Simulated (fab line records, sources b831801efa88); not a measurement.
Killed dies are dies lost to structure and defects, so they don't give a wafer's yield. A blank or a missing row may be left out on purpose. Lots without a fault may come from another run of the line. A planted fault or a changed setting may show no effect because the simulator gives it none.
One fault seen from 2 desks | flow sky130 | each desk has only its own numbers; what lay behind them comes last

THE METROLOGY DESK
What the gauges read, lot by lot, whatever tool the lot ran on: means of the sampled wafers that have a number. A lot is out of limits, marked OUT, if its mean lies more than 4 standard deviations from the usual mean; the brackets give that distance.
Columns: A = SD_N_RS at SKY_SD_N_RS_MEAS_16, usual 68.62 ohm/sq; B = LI_CONTACT_W_THK at SKY_LI_CONTACT_THK_MEAS_23, usual 422 nm; C = cd_nm at SKY_LOCAL_INTERCONNECT_CD_MEAS_11, usual 169.8 nm
lot  | first seen here | A     | B   | C
L868 | day 28 10:49    | 68.54 | 417 | 170.2
L870 | day 28 19:41    | 68.64 | 426 | 170.5
L871 | day 29 02:10    | 68.74 | 417 | 171.7
L872 | day 29 15:20    | 68.59 | 417 | 167.6
L875 | day 31 03:51    | 68.75 | 418 | 169.3
L879 | day 32 09:29    | 68.70 | 431 | 181.6 (+6.9) OUT
L880 | day 32 21:07    | 68.75 | 425 | 175.5
L881 | day 33 02:15    | 68.54 | 428 | 176.2
L886 | day 34 11:55    | 68.52 | 429 | 169.6
L887 | day 34 14:17    | 68.61 | 430 | 170.1
L889 | day 35 09:20    | 68.76 | 412 | 171.9
L890 | day 35 12:26    | 68.80 | 428 | 168.9
This desk's finding: out of limits on L879; first on L879, day 34 17:44 (cd_nm at SKY_LOCAL_INTERCONNECT_CD_MEAS_11). In limits: L868, L870, L871, L872, L875, L880, L881, L886, L887, L889, L890.

THE TOOL OWNER'S DESK: krf_scanner-01
The tool's own readings at SKY_LOCAL_INTERCONNECT_EXPOSE_08 (exposes mask LI1M, target cd 170 nm): means of the sampled wafers that have a number, for each lot that ran on this tool. A lot is out of limits, marked OUT, if its mean lies more than 4 standard deviations from the usual mean; the brackets give that distance.
Columns: A = exposure_dose_mJ_cm2 at SKY_LOCAL_INTERCONNECT_EXPOSE_08, usual 27.971
lot  | first seen here | A
L871 | day 30 23:50    | 27.975
L872 | day 31 11:50    | 28.003
L879 | day 34 04:50    | 26.794 (-42) OUT
L880 | day 34 16:14    | 26.789 (-42) OUT
L881 | day 34 20:08    | 27.031 (-34) OUT
This desk's finding: out of limits on L879, L880, L881; first on L879, day 34 04:50 (exposure_dose_mJ_cm2 at SKY_LOCAL_INTERCONNECT_EXPOSE_08). In limits: L871, L872.

PUT TOGETHER
The tool owner's desk could have raised an alarm at day 34 04:50, on L879, L880, L881.
The metrology desk could have raised an alarm at day 34 17:44, on L879.
The metrology desk has L880, L881 on record, within its limits.
Of the lots named, all ran SKY_LOCAL_INTERCONNECT_EXPOSE_08 on krf_scanner-01.

WHAT THE SIMULATOR HAD PUT IN
Process parameter drift: krf_scanner-01, from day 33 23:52 on, at SKY_LOCAL_INTERCONNECT_EXPOSE_08. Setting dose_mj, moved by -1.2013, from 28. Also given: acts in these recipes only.
Lots struck among those shown: L879, L880, L881.
Hours from the fault's start to each desk's first reading out of limits: the tool owner's desk, 5; the metrology desk, 18.
